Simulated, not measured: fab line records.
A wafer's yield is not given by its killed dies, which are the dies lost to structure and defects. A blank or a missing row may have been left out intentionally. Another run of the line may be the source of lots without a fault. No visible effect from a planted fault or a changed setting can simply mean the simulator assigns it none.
Chamber matching    flow sky130    4 sister chambers for SKY_POLY_GATE_ETCH_16 on rie-diel-03
The step etches Si3N4 in CH3F/O2, stops on poly-Si, time 147.5 s, target depth 75 nm. 18 wafers are shown with their chamber, then 9 later ones without.

EACH WAFER AND ITS CHAMBER
wafer   chamber  drypump-motor-current-A (A)  run-length-s (s)  oes-product-au (a.u.)
L385.3  0        5.6                          175.7             0.641
L385.4  3        5.1                          175.4             0.633
L385.6  2        5.1                          175.4             0.638
L387.1  2        5.1                          175.7             0.642
L387.4  1        5.8                          176.3             0.641
L387.6  2        5.2                          175.5             0.644
L390.1  2        5.1                          175.3             0.639
L390.3  3        5.1                          175.4             0.638
L390.5  2        5.1                          175.8             0.637
L396.1  1        5.8                          176.3             0.640
L396.2  2        5.1                          175.5             0.641
L396.3  0        5.7                          175.9             0.644
L397.1  0        5.7                          176.0             0.645
L397.4  1        5.8                          176.1             0.647
L397.6  1        5.8                          176.6             0.643
L404.3  2        5.1                          175.5             0.635
L404.4  0        5.7                          175.7             0.631
L404.6  0        5.7                          175.8             0.636

SIGNATURES (averages over the wafers above)
reading                  chamber 0  chamber 1  chamber 2  chamber 3  scatter within a chamber
drypump-motor-current-A  5.680      5.800      5.114      5.100      0.0344
run-length-s             175.820    176.325    175.529    175.400    0.163
oes-product-au           0.63940    0.64275    0.63943    0.63550    0.00411
Rule: for each reading, subtract the chamber's mean from the wafer's reading, divide by that reading's scatter and square the result; add these up over the readings and take the root, which gives the wafer's distance from the chamber. If the next closest chamber is less than 2 further off than the closest, the wafer can't be placed; otherwise it belongs to the closest. The scatter is the square root of a quotient: the sum, over the shown wafers, of each reading's squared deviation from its chamber's mean, divided by wafers minus chambers.

WAFERS WITH NO CHAMBER GIVEN
wafer   drypump-motor-current-A (A)  run-length-s (s)  oes-product-au (a.u.)
L405.2  5.8                          176.3             0.630
L405.3  5.1                          175.4             0.641
L405.5  5.1                          175.6             0.638
L406.2  5.1                          175.8             0.639
L406.3  5.7                          176.0             0.643
L406.5  5.1                          175.3             0.641
L408.1  5.1                          175.6             0.643
L408.2  5.8                          176.3             0.643
L408.4  5.1                          175.6             0.626

WHICH CHAMBER EACH WENT THROUGH
wafer   from the rows above      in truth
L405.2  1                        1
L405.3  can't be placed: 2 or 3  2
L405.5  can't be placed: 2 or 3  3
L406.2  can't be placed: 2 or 3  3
L406.3  0                        0
L406.5  can't be placed: 3 or 2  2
L408.1  can't be placed: 2 or 3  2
L408.2  1                        1
L408.4  can't be placed: 3 or 2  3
3 of 9 placed correctly. Can't be placed from these rows: 6 (the true chamber is among the candidates in 6). Placed wrongly: 0.
